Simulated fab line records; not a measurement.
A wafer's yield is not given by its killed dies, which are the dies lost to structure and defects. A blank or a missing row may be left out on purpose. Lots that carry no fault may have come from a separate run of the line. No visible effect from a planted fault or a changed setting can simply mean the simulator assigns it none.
fab line records + flow sky130
record:
- lots: 6
- wafers: 16
- lastDay: 50
route steps=708 shown POLY_GATE@217 LDD_N@237
lots with no fault: from the same line, run without faults
startH: the number of hours between the record's first day and the start of the first shown wafer of the lot + waitH: hours elapsed since this lot's preceding step + " same as the row above + L1.1+2: several wafers, shown together as one row + - no value present, or no start provided + * or withheld: withheld + < > ~ a bound
route shown NAME@n: a module of which the file shows steps, and the number in the route of the first + usual: mean and standard deviation over wafers with no fault + same: alike in all rows + chamber/n: place in a boat + sites: each site's reading + _std_site: standard deviation of those values + _edge_site: outer sites' mean less inner sites' + radiusMm: for every site, how far away it sits from the centre of the wafer + mask NAME#n: copy n + behind: tool/chamber where the wafer was last shaped + hold: cause of the lot's hold/its duration in hours/its outcome + device: which transistor (n, p or np) failed to switch + end of line: tests run on the same wafers once the route is complete + where a step has no rows: the recipe by itself + killed: dies lost to structure and defects at the first sort, not the wafer's yield + map: shows each die of a wafer: x if killed, . if not, _ if none is there
set.NAME: the setting as run; set.NAME@STEP: as run at that earlier step + model.NAME: the simulator's own value behind a step, which no gauge read
lots at selected steps of the route; one table per step, one row per wafer
services: a tool's chamber out of use, with start hour (startH, from the record's first day; less than 0 if before it), hours out, and reason
== steps ==
step: SKY_POLY_GATE_CVD_03
recipe:
- material: Si3N4
- precursor: DCS/NH3
- targetThkNm: 75
- tempC: 770
- timeS: 1290
- pressureMtorr: 250
step: SKY_POLY_GATE_THK_MEAS_04
recipe:
- reads: Si3N4_of_POLY_GATE_CVD_03
usual:
- POLY_GATE_CVD_03_THK: 74.5/0.78
| lot.wafer | tool         | chamber | startH | waitH | POLY_GATE_CVD_03_THK[nm] |
|-----------|--------------|---------|--------|-------|--------------------------|
| L546.2    | filmMetro-02 | -       | 355.50 | 0.0   | 74.8                     |
| L546.4    | "            | -       | "      | "     | 74.7                     |
| L546.5    | "            | -       | "      | "     | 75.5                     |
| L548.1    | filmMetro-04 | -       | 375.75 | 0.0   | 74.8                     |
| L548.5    | "            | -       | "      | "     | 75.4                     |
| L548.6    | "            | -       | "      | "     | 74.3                     |
| L552.2    | filmMetro-04 | -       | 408.70 | 0.0   | 74.7                     |
| L552.5    | "            | -       | "      | "     | 75.3                     |
| L552.6    | "            | -       | "      | "     | 75.5                     |
| L561.4    | filmMetro-03 | -       | 495.24 | 0.0   | 75.0                     |
| L561.5    | "            | -       | "      | "     | 75.0                     |
| L562.1    | filmMetro-02 | -       | 499.66 | 0.0   | 74.0                     |
| L562.5    | "            | -       | "      | "     | 73.9                     |
| L566.3    | filmMetro-04 | -       | 529.03 | 0.0   | 73.8                     |
| L566.5    | "            | -       | "      | "     | 73.6                     |
| L566.6    | "            | -       | "      | "     | 73.2                     |
step: SKY_POLY_GATE_DEHYDRATE_05
recipe:
- tempC: 200
- timeS: 60
step: SKY_POLY_GATE_HMDS_06
recipe:
- primeTimeS: 60
- primeTempC: 120
step: SKY_POLY_GATE_COAT_07
recipe:
- resist: BARC
- tempC: withheld
- timeS: withheld
- spinRpm: 3000
- resistThkNm: 110
step: SKY_POLY_GATE_COAT_08
recipe:
- resist: KrF-thick
- spinRpm: 3000
- resistThkNm: 450
step: SKY_POLY_GATE_SOFTBAKE_09
recipe:
- tempC: 100
- timeS: 90
- resist: KrF-thick
step: SKY_POLY_GATE_EXPOSE_10
recipe:
- maskId: P1M
- na: 0.68
- sourceShape: conventional
- sigmaOuter: 0.6
- targetCdNm: 150
- doseMj: 28
step: SKY_POLY_GATE_PEB_11
recipe:
- pebTempC: withheld
- pebTimeS: withheld
- resist: KrF-thick
step: SKY_POLY_GATE_DEVELOP_12
recipe:
- developTimeS: 60
- resist: KrF-thick
- devTempC: 21
step: SKY_POLY_GATE_CD_MEAS_13
recipe:
- targetCdNm: 150
usual:
- cdNm: 150.0/1.2
| lot.wafer | tool     | chamber | startH | waitH | cdNm  |
|-----------|----------|---------|--------|-------|-------|
| L546.2    | cdSem-01 | -       | 383.88 | -     | 149.1 |
| L546.4    | "        | -       | "      | "     | 149.1 |
| L546.5    | "        | -       | "      | "     | 148.6 |
| L548.1    | cdSem-02 | -       | 404.81 | -     | 151.4 |
| L548.5    | "        | -       | "      | "     | 150.2 |
| L548.6    | "        | -       | "      | "     | 153.4 |
| L552.2    | cdSem-02 | -       | 439.48 | -     | 149.4 |
| L552.5    | "        | -       | "      | "     | 149.2 |
| L552.6    | "        | -       | "      | "     | 149.6 |
| L561.4    | cdSem-02 | -       | 525.06 | -     | 152.0 |
| L561.5    | "        | -       | "      | "     | 152.8 |
| L562.1    | cdSem-02 | -       | 530.66 | -     | 151.6 |
| L562.5    | "        | -       | "      | "     | 151.4 |
| L566.3    | cdSem-02 | -       | 558.75 | -     | 149.5 |
| L566.5    | "        | -       | "      | "     | 149.3 |
| L566.6    | "        | -       | "      | "     | 150.6 |
step: SKY_POLY_GATE_OVL_MEAS_14
usual:
- POLY_GATE_OVL: -4/5.6
| lot.wafer | tool       | chamber | startH | waitH | POLY_GATE_OVL[nm] |
|-----------|------------|---------|--------|-------|-------------------|
| L546.2    | overlay-02 | -       | 383.98 | 0.1   | -7                |
| L546.4    | "          | -       | "      | "     | -7                |
| L546.5    | "          | -       | "      | "     | 0                 |
| L548.1    | overlay-01 | -       | 404.93 | 0.1   | -6                |
| L548.5    | "          | -       | "      | "     | -15               |
| L548.6    | "          | -       | "      | "     | -6                |
| L552.2    | overlay-02 | -       | 439.58 | 0.1   | 3                 |
| L552.5    | "          | -       | "      | "     | -1                |
| L552.6    | "          | -       | "      | "     | 5                 |
| L561.4    | overlay-01 | -       | 525.14 | 0.1   | -4                |
| L561.5    | "          | -       | "      | "     | -12               |
| L562.1    | overlay-02 | -       | 530.78 | 0.1   | -9                |
| L562.5    | "          | -       | "      | "     | -10               |
| L566.3    | overlay-02 | -       | 558.84 | 0.1   | 4                 |
| L566.5    | "          | -       | "      | "     | -2                |
| L566.6    | "          | -       | "      | "     | -3                |
step: SKY_POLY_GATE_ETCH_15
recipe:
- chemistry: N2/H2
- target: BARC
- ionEnergyEv: 200
- sourceW: 500
- biasW: 100
- pressureMtorr: 30
- n2FlowSccm: 100
- h2FlowSccm: 200
- stopOn: SiO2
- timeS: 118.5
- targetDepthA: 1100
usual:
- drypumpMotorCurrentA: 5.6/0.5
- n2FlowSccm: 100.0/0.3
- oesProductAu: 0.716/0.0043
- throttleValvePct: 13.212/0.0091
| lot.wafer | tool       | chamber | startH | waitH | drypumpMotorCurrentA | n2FlowSccm | oesProductAu | rfHoursCounterH | throttleValvePct | model.KrF-thick_of_POLY_GATE_COAT_08.thkNm | model.POLY_GATE.cdNm | model.SiO2_of_SONOS_ONO_CVD_04.thkNm |
|-----------|------------|---------|--------|-------|----------------------|------------|--------------|-----------------|------------------|--------------------------------------------|----------------------|--------------------------------------|
| L546.2    | rieDiel-03 | 0       | 384.01 | 0.0   | 6.0                  | 99.7       | 0.717        | 77              | 13.193           | 344.3                                      | 147.3                | 4.252                                |
| L546.4    | "          | 3       | "      | "     | 5.5                  | 99.6       | 0.709        | 11              | 13.222           | 344.4                                      | 149.3                | 4.289                                |
| L546.5    | "          | 1       | "      | "     | 6.4                  | 99.9       | 0.718        | -               | 13.205           | 343.3                                      | 148.5                | 4.332                                |
| L548.1    | rieDiel-02 | 1       | 404.96 | 0.0   | 4.7                  | 100.3      | 0.714        | 110             | 13.215           | 344.4                                      | 151.4                | 4.18                                 |
| L548.5    | "          | 3       | "      | "     | 5.3                  | 99.5       | 0.713        | -               | 13.208           | 343.7                                      | 149.6                | 4.196                                |
| L548.6    | "          | 0       | "      | "     | 5.9                  | 99.7       | 0.712        | -               | 13.214           | 343.8                                      | 153.1                | 4.157                                |
| L552.2    | rieDiel-01 | 0       | 439.61 | 0.0   | 6.4                  | 99.6       | 0.709        | 8               | 13.197           | 343.8                                      | 148.1                | 4.332                                |
| L552.5    | "          | 0       | "      | "     | 6.4                  | 99.9       | 0.715        | -               | 13.218           | 342.2                                      | 149.4                | 4.295                                |
| L552.6    | "          | 1       | "      | "     | 5.9                  | 99.7       | 0.714        | -               | 13.216           | 344.5                                      | 151.9                | 4.348                                |
| L561.4    | rieDiel-02 | 1       | 525.15 | 0.0   | 4.7                  | 100.5      | 0.729        | 2               | 13.205           | 284.7                                      | 136.2                | 0                                    |
| L561.5    | "          | 3       | "      | "     | 5.2                  | 99.7       | 0.714        | -               | 13.195           | 279.7                                      | 136.9                | 0                                    |
| L562.1    | rieDiel-02 | 2       | 530.81 | 0.0   | 5.6                  | 99.9       | 0.724        | 0               | 13.193           | 346.7                                      | 149.8                | 4.189                                |
| L562.5    | "          | 1       | "      | "     | 4.7                  | 100.4      | 0.722        | -               | 13.209           | 283.3                                      | 135.4                | 0                                    |
| L566.3    | rieDiel-01 | 2       | 558.86 | 0.0   | 5.6                  | 100.1      | 0.718        | 6               | 13.216           | 344.4                                      | 150.9                | 4.179                                |
| L566.5    | "          | 1       | "      | "     | 5.9                  | 100.3      | 0.719        | -               | 13.210           | 345.2                                      | 148.9                | 4.284                                |
| L566.6    | "          | 0       | "      | "     | 6.4                  | 100.3      | 0.716        | -               | 13.211           | 344.4                                      | 148.3                | 4.304                                |
step: SKY_POLY_GATE_ETCH_16
recipe:
- stopOn: poly-Si
- chemistry: CH3F/O2
- target: Si3N4
- sourceW: 400
- biasW: 80
- pressureMtorr: 25
- ch3fFlowSccm: 40
- O2_flow_sccm: 30
- timeS: 147.5
- targetDepthA: 750
usual:
- drypumpMotorCurrentA: 5.6/0.5
- oesProductAu: 0.638/0.0052
- throttleValvePct: 10.535/0.0091
| lot.wafer | tool       | chamber | startH | waitH | drypumpMotorCurrentA | oesProductAu | rfHoursCounterH | throttleValvePct |
|-----------|------------|---------|--------|-------|----------------------|--------------|-----------------|------------------|
| L546.2    | rieDiel-03 | 0       | 384.10 | 0.0   | 6.1                  | 0.640        | 77              | 10.529           |
| L546.4    | "          | 3       | "      | "     | 5.4                  | 0.637        | 11              | 10.546           |
| L546.5    | "          | 1       | "      | "     | 6.3                  | 0.642        | -               | 10.548           |
| L548.1    | rieDiel-02 | 1       | 405.05 | 0.0   | 4.7                  | 0.642        | 110             | 10.542           |
| L548.5    | "          | 3       | "      | "     | 5.2                  | 0.634        | -               | 10.534           |
| L548.6    | "          | 0       | "      | "     | 5.8                  | 0.643        | -               | 10.527           |
| L552.2    | rieDiel-01 | 0       | 439.70 | 0.0   | 6.4                  | 0.642        | 8               | 10.529           |
| L552.5    | "          | 0       | "      | "     | 6.4                  | 0.641        | -               | 10.535           |
| L552.6    | "          | 1       | "      | "     | 5.9                  | 0.640        | -               | 10.533           |
| L561.4    | rieDiel-02 | 1       | 525.24 | 0.0   | 4.7                  | 0.644        | 2               | 10.533           |
| L561.5    | "          | 3       | "      | "     | 5.3                  | 0.641        | -               | 10.550           |
| L562.1    | rieDiel-02 | 2       | 530.90 | 0.0   | 5.6                  | 0.633        | 0               | 10.522           |
| L562.5    | "          | 1       | "      | "     | 4.7                  | 0.645        | -               | 10.550           |
| L566.3    | rieDiel-01 | 2       | 558.95 | 0.0   | 5.6                  | 0.636        | 6               | 10.518           |
| L566.5    | "          | 1       | "      | "     | 5.9                  | 0.637        | -               | 10.532           |
| L566.6    | "          | 0       | "      | "     | 6.4                  | 0.634        | -               | 10.537           |
step: SKY_POLY_GATE_ETCH_17
recipe:
- targetDepthNm: 180
- stopOn: SiO2
- overEtchFrac: 0.56667
- chemistry: HBr/Cl2
- target: poly-Si
- icpW: 400
- biasW: 100
- pressureMtorr: 10
- HBr_flow_sccm: 150
- Cl2_flow_sccm: 50
- timeS: 70.5
usual:
- drypumpMotorCurrentA: 5.6/0.63
- oesProductAu: 0.987/0.0064
- throttleValvePct: 33.684/0.0099
| lot.wafer | tool     | chamber | startH | waitH | drypumpMotorCurrentA | oesProductAu | rfHoursCounterH | throttleValvePct | model.KrF-thick_of_POLY_GATE_COAT_08.thkNm | model.POLY_GATE.cdNm |
|-----------|----------|---------|--------|-------|----------------------|--------------|-----------------|------------------|--------------------------------------------|----------------------|
| L546.2    | rieSi-01 | 0       | 384.20 | 0.0   | 6.4                  | 0.987        | 1               | 33.699           | 140.4                                      | 147                  |
| L546.4    | "        | 3       | "      | "     | 6.2                  | 1.002        | 14              | 33.687           | 140                                        | 149.8                |
| L546.5    | "        | 2       | "      | "     | 4.9                  | 0.995        | -               | 33.693           | 136.6                                      | 147.3                |
| L548.1    | rieSi-01 | 3       | 405.15 | 0.0   | 6.2                  | 0.985        | 14              | 33.675           | 140.2                                      | 152.2                |
| L548.5    | "        | 2       | "      | "     | 4.9                  | 0.985        | -               | 33.686           | 138.3                                      | 148.4                |
| L548.6    | "        | 1       | "      | "     | 4.8                  | 0.974        | -               | 33.671           | 140.2                                      | 154.3                |
| L552.2    | rieSi-01 | 2       | 439.79 | 0.0   | 4.9                  | 0.992        | 8               | 33.682           | 138.2                                      | 146.2                |
| L552.5    | "        | 2       | "      | "     | 4.9                  | 0.985        | -               | 33.678           | 138.5                                      | 147                  |
| L552.6    | "        | 1       | "      | "     | 4.8                  | 0.974        | -               | 33.695           | 142.5                                      | 152.5                |
| L561.4    | rieSi-02 | 1       | 525.33 | 0.0   | 5.6                  | 0.985        | 2               | 33.679           | 82.54                                      | 136.3                |
| L561.5    | "        | 1       | "      | "     | 5.6                  | 0.984        | -               | 33.687           | 75.73                                      | 136.6                |
| L562.1    | rieSi-01 | 1       | 531.00 | 0.0   | 4.8                  | 0.997        | 3               | 33.693           | 144.1                                      | 148.3                |
| L562.5    | "        | 0       | "      | "     | 6.4                  | 0.985        | -               | 33.691           | 79.13                                      | 135.2                |
| L566.3    | rieSi-01 | 0       | 559.05 | 0.0   | 6.5                  | 0.988        | 2               | 33.687           | 140.4                                      | 151.9                |
| L566.5    | "        | 2       | "      | "     | 4.9                  | 0.988        | -               | 33.685           | 139.1                                      | 147.9                |
| L566.6    | "        | 3       | "      | "     | 6.2                  | 0.984        | -               | 33.666           | 139                                        | 148.5                |
step: SKY_POLY_GATE_STRIP_18
recipe:
- chemistry: O2/N2
- powerW: 1400
- pressureMtorr: 1500
- platenTempC: withheld
- o2FlowSccm: 3000
- n2FlowSccm: 300
- overashFraction: 0.5
usual:
- drypumpMotorCurrentA: 6.10/0.28
- n2FlowSccm: 300.0/1.1
- oesProductAu: 0.361/0.0044
- stripTimeToEndpointS: 3.16/0.033
| lot.wafer | tool           | chamber | startH | waitH | drypumpMotorCurrentA | n2FlowSccm | oesProductAu | rfHoursCounterH | stripTimeToEndpointS |
|-----------|----------------|---------|--------|-------|----------------------|------------|--------------|-----------------|----------------------|
| L546.2    | plasmaAsher-03 | 1       | 384.25 | 0.0   | 6.16                 | 301.7      | 0.365        | 68              | 3.17                 |
| L546.4    | "              | 0       | "      | "     | 5.97                 | 300.7      | 0.356        | -               | 3.15                 |
| L546.5    | "              | 0       | "      | "     | 5.97                 | 299.9      | 0.358        | -               | 3.12                 |
| L548.1    | plasmaAsher-02 | 1       | 405.20 | 0.0   | 6.50                 | 301.4      | 0.364        | 70              | 3.16                 |
| L548.5    | "              | 1       | "      | "     | 6.54                 | 300.4      | 0.357        | -               | 3.15                 |
| L548.6    | "              | 0       | "      | "     | 5.78                 | 300.6      | 0.358        | -               | 3.18                 |
| L552.2    | plasmaAsher-03 | 0       | 439.85 | 0.0   | 5.98                 | 300.3      | 0.363        | 1               | 3.15                 |
| L552.5    | "              | 0       | "      | "     | 5.96                 | 299.4      | 0.358        | -               | 3.14                 |
| L552.6    | "              | 1       | "      | "     | 6.19                 | 301.0      | 0.361        | -               | 3.20                 |
| L561.4    | plasmaAsher-02 | 1       | 525.42 | 0.1   | 6.52                 | 298.8      | 0.337        | -               | 2.54                 |
| L561.5    | "              | 1       | "      | "     | 6.56                 | 305.3      | 0.335        | -               | 2.48                 |
| L562.1    | plasmaAsher-03 | 1       | 531.05 | 0.0   | 6.15                 | 300.7      | 0.368        | 10              | 3.21                 |
| L562.5    | "              | 1       | "      | "     | 6.16                 | 300.1      | 0.332        | -               | 2.48                 |
| L566.3    | plasmaAsher-01 | 1       | 559.13 | 0.1   | 6.39                 | 299.5      | 0.358        | -               | 3.16                 |
| L566.5    | "              | 1       | "      | "     | 6.40                 | 297.8      | 0.366        | -               | 3.15                 |
| L566.6    | "              | 0       | "      | "     | 5.83                 | 301.1      | 0.366        | -               | 3.15                 |
step: SKY_POLY_GATE_CLEAN_19
recipe:
- chemistry: SC1/SC2
- mix: 1:4:20
- tempC: 70
- timeS: 150
- dry: n2Spin
step: SKY_POLY_GATE_OXIDATION_20
recipe:
- tempC: 850
- ambient: O2
- stabiliseS: 600
- purgeS: 300
- targetThkA: 40
- oxTimeS: 899
step: SKY_POLY_GATE_CD_MEAS_22
usual:
- cdNm: 149.4/2
| lot.wafer | tool     | chamber | startH | waitH | cdNm  |
|-----------|----------|---------|--------|-------|-------|
| L546.2    | cdSem-02 | -       | 386.32 | 0.1   | 147.2 |
| L546.4    | "        | -       | "      | "     | 149.9 |
| L546.5    | "        | -       | "      | "     | 147.2 |
| L548.1    | cdSem-01 | -       | 407.16 | 0.1   | 152.0 |
| L548.5    | "        | -       | "      | "     | 148.9 |
| L548.6    | "        | -       | "      | "     | 154.6 |
| L552.2    | cdSem-01 | -       | 441.62 | 0.1   | 146.0 |
| L552.5    | "        | -       | "      | "     | 146.8 |
| L552.6    | "        | -       | "      | "     | 152.4 |
| L561.4    | cdSem-01 | -       | 526.94 | 0.1   | 135.9 |
| L561.5    | "        | -       | "      | "     | 136.7 |
| L562.1    | cdSem-01 | -       | 532.51 | 0.1   | 148.4 |
| L562.5    | "        | -       | "      | "     | 135.0 |
| L566.3    | cdSem-02 | -       | 560.62 | 0.1   | 151.7 |
| L566.5    | "        | -       | "      | "     | 147.8 |
| L566.6    | "        | -       | "      | "     | 148.8 |
step: SKY_LDD_N_DEHYDRATE_00
recipe:
- tempC: 200
- timeS: 60
== services ==
| tool           | chamber | startH | hours | kind          |
|----------------|---------|--------|-------|---------------|
| rieDiel-03     | 0       | 377.73 | 2.6   | repair        |
| rieDiel-02     | 3       | 380.76 | 6.4   | repair        |
| rieDiel-03     | 0       | 405.81 | 12.5  | repair        |
| rieDiel-02     | 1       | 407.01 | -     | clean         |
| rieDiel-02     | 1       | 407.01 | 19.2  | scheduledDown |
| rieDiel-01     | 3       | 414.32 | 2.3   | repair        |
| rieSi-01       | 1       | 417.01 | 4.1   | repair        |
| plasmaAsher-03 | -       | 421.25 | 9.0   | pm            |
| rieSi-02       | 1       | 422.21 | 0.9   | repair        |
| plasmaAsher-02 | -       | 427.84 | 1.3   | repair        |
| plasmaAsher-03 | -       | 443.47 | 3.0   | repair        |
| rieDiel-03     | 0       | 459.39 | 7.7   | repair        |
| rieDiel-03     | 3       | 461.70 | 2.8   | repair        |
| rieDiel-02     | 1       | 468.76 | 31.3  | repair        |
| rieDiel-03     | 3       | 483.04 | 7.7   | repair        |
| rieSi-02       | -       | 489.40 | 2.8   | pm            |
| plasmaAsher-03 | -       | 507.16 | 1.3   | repair        |
| rieDiel-01     | 2       | 510.06 | 13.7  | repair        |
| plasmaAsher-01 | -       | 511.22 | 2.0   | repair        |
| plasmaAsher-02 | -       | 530.22 | 2.8   | pm            |
| plasmaAsher-02 | -       | 535.48 | 1.8   | repair        |
| rieSi-02       | -       | 538.40 | 28.1  | pm            |
| rieDiel-02     | -       | 541.56 | 2.8   | pm            |
| rieDiel-03     | 3       | 548.84 | 1.3   | repair        |
== key ==
firstSign:
- step: SKY_POLY_GATE_STRIP_18
- reading: stripTimeToEndpointS
- direction: down
- sigmas: 20
- usual: *
- struck: *
effect:
- step: SKY_POLY_GATE_STRIP_18
- reading: oesProductAu
- direction: down
- sigmas: 5.9
- usual: 0.361
- struck: 0.335
effect:
- step: SKY_POLY_GATE_CD_MEAS_22
- reading: cdNm
- direction: down
- sigmas: 6.9
- usual: 149.4
- struck: 135.9
modelEffect:
- step: SKY_POLY_GATE_ETCH_15
- value: KrF-thick_of_POLY_GATE_COAT_08.thkNm
- without: 344.1
- struck: 282.6
modelEffect:
- step: SKY_POLY_GATE_ETCH_17
- value: KrF-thick_of_POLY_GATE_COAT_08.thkNm
- without: 140.7
- struck: 79.13
metAt SKY_POLY_GATE_ETCH_15
struckWafers L561.4,L561.5,L562.5
laterRowsLeftOut L561.4,L561.5,L562.5
sortLeftOut L561.4,L561.5,L562.5
testerLeftOut L561,L562
onsetBetween 404.96 525.15
fault:
- kind: processParameterDrift
- tool: rieDiel-02
- chamber: -
- onsetH: 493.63
- steps: SKY_POLY_GATE_ETCH_15
- channel: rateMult
- offset: 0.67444
- shape: step
- endH: 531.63
- scope: struckWafersOnly
testerLeftOut: of these lots the tester's yield and bins aren't shown, on N5 and GAA mostly nor the transistor test; their killed dies are dies lost to structure and defects alone, not to doping, threshold or leakage, so they don't give the yield
sortLeftOut: the simulated sort isn't trusted on such a fault, so these wafers' sort isn't shown, and their yield isn't known
laterRowsLeftOut: the simulator's readings of these wafers behind a module that went badly wrong aren't trusted and aren't shown, but for the sort
